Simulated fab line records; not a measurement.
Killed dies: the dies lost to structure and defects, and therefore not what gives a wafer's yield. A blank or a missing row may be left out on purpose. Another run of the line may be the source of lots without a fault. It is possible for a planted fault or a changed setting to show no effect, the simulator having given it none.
2 desks looking at one fault ; flow sky130 ; each desk has only its own numbers; what lay behind them comes last

== THE TOOL OWNER'S DESK: implanter-02 ==
The tool's own readings at SKY_SD_P_IMPLANT_09: means of the sampled wafers that have a number, for each lot that ran on this tool. If a lot's mean is further than 4 standard deviations from the usual mean, the lot is out of limits and carries the mark OUT (the distance appears in the brackets).
Columns: A = beam-on-s at SKY_SD_P_IMPLANT_09, usual 14.5 s; B = faraday-current-uA at SKY_SD_P_IMPLANT_09, usual 11351
lot;first seen here;A;B
L678;day 27 14:43;14.8;11077
L680;day 28 15:02;14.5;11326
L683;day 29 02:11;14.7;11196
L685;day 29 21:41;14.8;11148
L686;day 30 11:43;11.9;13739
L689;day 31 03:22;11.7;14077
This desk's finding: nothing out of limits on any of the 6 lots.

== FROM THE METROLOGY DESK ==
What the gauges read for every lot (on any tool): the sampled wafers with a number, averaged. If a lot's mean is further than 4 standard deviations from the usual mean, the lot is out of limits and carries the mark OUT (the distance appears in the brackets).
Columns: A = VT_ADJUST_LVTN_01_OVL at SKY_VT_ADJUST_LVTN_OVL_MEAS_18, usual -0.2 nm; B = SD_P_TW at SKY_SD_P_TW_MEAS_11, usual 2819; C = SD_P_RS at SKY_SD_N_RS_MEAS_17, usual 147.1 ohm/sq
lot;first seen here;A;B;C
L678;day 9 09:09;1.2;2818;147.4
L680;day 9 22:58;-0.1;2820;146.4
L681;day 10 00:10;-0.6;2814;146.9
L683;day 10 15:26;-1.9;2830;147.8
L684;day 11 02:34;-1.0;2817;147.2
L685;day 11 07:57;-1.2;2834;146.8
L686;day 12 00:49;-0.1;2698 (-10) OUT;151.0 (+11) OUT
L689;day 12 11:49;-2.0;2710 (-9.1) OUT;150.9 (+10) OUT
L690;day 12 16:59;0.5;2829;147.0
L694;day 13 23:53;1.2;2807;147.2
L695;day 14 05:45;0.3;2803;147.2
This desk reports L686, L689 out of limits; the earliest was L686 at day 30 11:56 (SD_P_TW at SKY_SD_P_TW_MEAS_11). L678, L680, L681, L683, L684, L685, L690, L694, L695 stayed within limits.

== TAKEN TOGETHER ==
On L686, L689, the metrology desk was in a position to raise an alarm at day 30 11:56.
Nothing out of limits was seen by the tool owner's desk.
Tool owner's desk: L686, L689 on record, inside its limits.
On implanter-02, each named lot ran SKY_SD_P_IMPLANT_09.

== WHAT THE SIMULATOR HAD INSERTED ==
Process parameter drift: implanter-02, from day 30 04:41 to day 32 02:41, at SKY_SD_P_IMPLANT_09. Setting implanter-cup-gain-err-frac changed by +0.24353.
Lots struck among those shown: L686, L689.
Per desk, hours elapsed from the start of the fault to the first reading out of limits: for the metrology desk, 7.
